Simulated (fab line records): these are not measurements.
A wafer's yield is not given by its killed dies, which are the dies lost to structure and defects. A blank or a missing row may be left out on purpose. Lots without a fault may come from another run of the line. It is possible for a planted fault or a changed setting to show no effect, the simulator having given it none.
8D (eight disciplines) problem report, filled in by code	flow gf180mcu	the parts of the form that need people (team, actions taken, sign-off) are left out

1. THE PROBLEM
V1_CVD_02_THK at GF_V1_THK_MEAS_03 reads a mean of 556 nm on 1 wafer of 1 lot; wafers without a fault read 850 nm with a standard deviation of 11. Measured from the usual mean, that is -27 standard deviations.
Earliest sighting: wafer L245.1 on film-metro-02 at day 22 03:51. Wafers with a number at this step in the record: 33, from 11 lots. Rule for "out", or "out of limits": more than 4 standard deviations from the usual mean. Any other wafer with a number is counted as sound.

2. WHAT IT IS, AND WHAT IT ISN'T
question	is	is not
which readings at this step	V1_CVD_02_THK	-
which lots	L245	L232, L233, L234, L235, L236, L237, L248, L252, L253, L254
which wafers of those lots	L245.1	L245.4, L245.5
read on which gauges	film-metro-02	film-metro-01, film-metro-03
when	from day 22 03:51	up to then (20 sound wafers); but 12 sound wafers of L248, L252, L253, L254 came after

3. SUSPECTS, AND WHAT RULES EACH OUT
Counting: a tool at a process step up to the reading stays a suspect if it ran every lot that is out. Sound lots after the first of them don't rule it out here, since some wafers of a struck lot are sound.
- the gauge at GF_V1_THK_MEAS_03 is ruled out. All the wafers that are out were read on film-metro-02, but those of them that GF_V1_CVD_02 has rows for are out there too, on other tools.
- pvd-sputter-01 at GF_CONTACT_SPUTTER_22 (material Ti, target thk 15 nm, time 80.02 s): kept. It ran the lot that is out, L245 (day 21 02:14); its last sound lot up to then is L233 (day 16 12:08).
- pvd-sputter-02 at GF_M1_SPUTTER_00 (material Ti, target thk 37.5 nm, time 150 s): kept. It ran the lot that is out, L245 (day 21 02:56); its last sound lot up to then is L234 (day 17 08:35).
- rie-metal-03 at GF_M1_METAL_ETCH_16 (etches the open film in Cl2/BCl3, stops on SiO2, target depth 627.5 nm, time 104.6 s): kept. It ran the lot that is out, L245 (day 22 02:58); its last sound lot up to then is L235 (day 18 11:42).
- pecvd-03 at GF_V1_CVD_02 (deposits SiO2 from TEOS, target thk 850 nm, time 94.851 s): kept. It ran the lot that is out, L245 (day 22 03:45); its last sound lot up to then is L236 (day 18 20:41). Its own readings are out on those wafers: run-length-s.
- Within pecvd-03 at GF_V1_CVD_02: the wafers that are out ran in chamber 1; their sound lot-mates ran in chamber 0.
Left after counting: pvd-sputter-01 at GF_CONTACT_SPUTTER_22, pvd-sputter-02 at GF_M1_SPUTTER_00, rie-metal-03 at GF_M1_METAL_ETCH_16, pecvd-03 at GF_V1_CVD_02.

4. THE CAUSE (what the simulator had put in)
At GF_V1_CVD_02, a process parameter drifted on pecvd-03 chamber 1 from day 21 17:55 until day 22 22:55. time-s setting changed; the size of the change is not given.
After counting, 4 suspects remain, this tool included.

5. SEQUENCE OF EFFECTS, ordered by route
Rows list readings where the struck wafers' mean (over those with a number) sits beyond 3 standard deviations from the usual. Readings are gone through only where the record gives a usual standard deviation; hours: the median, over the lots, of the time from a lot's start at the first step in this table giving one to that lot's start at this step; sigmas: the change measured in usual standard deviations.
hours	step	reading	usual	on struck wafers	change	sigmas
0	GF_V1_CVD_02	run-length-s	122.8 s	92.6	-30.2	-59
0	GF_V1_THK_MEAS_03	V1_CVD_02_THK	850 nm	556	-294	-27
0	GF_V1_CMP_04	time-to-endpoint-s	81 s	29	-52	-9.8
-	GF_V1_ETCH_17	oes-product-au	0.857 a.u.	0.806	-0.051	-10
It contains these process steps:
- GF_V1_CVD_02: deposits SiO2 from TEOS, target thk 850 nm, time 94.851 s.
- GF_V1_CMP_04: polishes SiO2.
- GF_V1_ETCH_17: etches SiO2 in C4F8/O2/Ar, stops on TiN, target depth 630 nm.

6. HOW IT WOULD HAVE BEEN CAUGHT EARLIER
The first out-of-limits reading at a measuring or inspecting step in this record came at day 22 03:51, 10 hours after the fault's start at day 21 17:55.
The tool's own readings at GF_V1_CVD_02 were out on every struck wafer that the step has a row for (run-length-s): an alarm limit on them would have fired on the first of those.
The start of GF_V1_CVD_02 on pecvd-03 came by day 22 03:51 for every one of the lots that are out (1). Had the tool been put on hold then, not one of them would have been saved.
